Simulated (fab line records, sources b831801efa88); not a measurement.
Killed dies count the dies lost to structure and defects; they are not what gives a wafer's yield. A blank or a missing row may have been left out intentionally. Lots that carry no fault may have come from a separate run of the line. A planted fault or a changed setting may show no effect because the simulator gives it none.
2 desks looking at one fault -- flow gf180mcu -- each desk holds nothing but its own numbers, with what lay behind them at the end

## METROLOGY DESK
What the gauges read, lot by lot, whatever tool the lot ran on: means of the sampled wafers that have a number. Marked OUT: a lot whose mean sits more than 4 standard deviations from the usual mean, which makes it out of limits; the brackets give that distance. Shown here are 7 of its 9 readings, the ones lying furthest out on some lot.
Columns: A = CONTACT_W_RS at GF_CONTACT_RS_MEAS_25, usual 0.379 ohm/sq; B = CONTACT_W_THK at GF_CONTACT_THK_MEAS_26, usual 310 nm; C = M1_ALCU_RS at GF_M1_RS_MEAS_05, usual 0.0692 ohm/sq; D = M1_ALCU_THK at GF_M1_THK_MEAS_06, usual 444 nm; E = cd-nm at GF_M1_CD_MEAS_14, usual 229.9 nm; F = M1_OVL at GF_M1_OVL_MEAS_15, usual -1 nm; G = V1_BOW at GF_V1_BOW_MEAS_05, usual 81 um
lot,first seen here,A,B,C,D,E,F,G
L872,day 16 01:47,0.378,308,0.0702,434,229.1,-5,79
L875,day 17 11:44,0.385,310,0.0708,435,230.6,-1,88
L881,day 19 15:43,0.378,312,0.0704,435,229.6,-3,71
L890,day 22 15:56,0.379,306,0.0685,442,228.8,-1,77
L891,day 23 00:33,0.379,310,0.0692,438,228.2,-10,91
L895,day 24 05:34,0.369,321,0.0678,451,230.1,2,74
This desk's finding: nothing out of limits on any of the 6 lots.

## TOOL OWNER'S DESK, pvd-sputter-04
At GF_M1_SPUTTER_04 (material TiN, target thk 50 nm, time 41.7 s) the tool's own readings: per lot run on this tool, the mean of the sampled wafers that have a number. Marked OUT: a lot whose mean sits more than 4 standard deviations from the usual mean, which makes it out of limits; the brackets give that distance.
Columns: A = throttle-valve-pct at GF_M1_SPUTTER_04, usual 30.1 %
lot,first seen here,A
L872,day 16 02:26,30.6
L890,day 22 16:35,30.4
L891,day 23 01:11,31.3
This desk's finding: nothing out of limits on any of the 3 lots.

## PUT TOGETHER
The metrology desk saw nothing out of limits.
The tool owner's desk saw nothing out of limits.

## WHAT THE SIMULATOR HAD INSERTED
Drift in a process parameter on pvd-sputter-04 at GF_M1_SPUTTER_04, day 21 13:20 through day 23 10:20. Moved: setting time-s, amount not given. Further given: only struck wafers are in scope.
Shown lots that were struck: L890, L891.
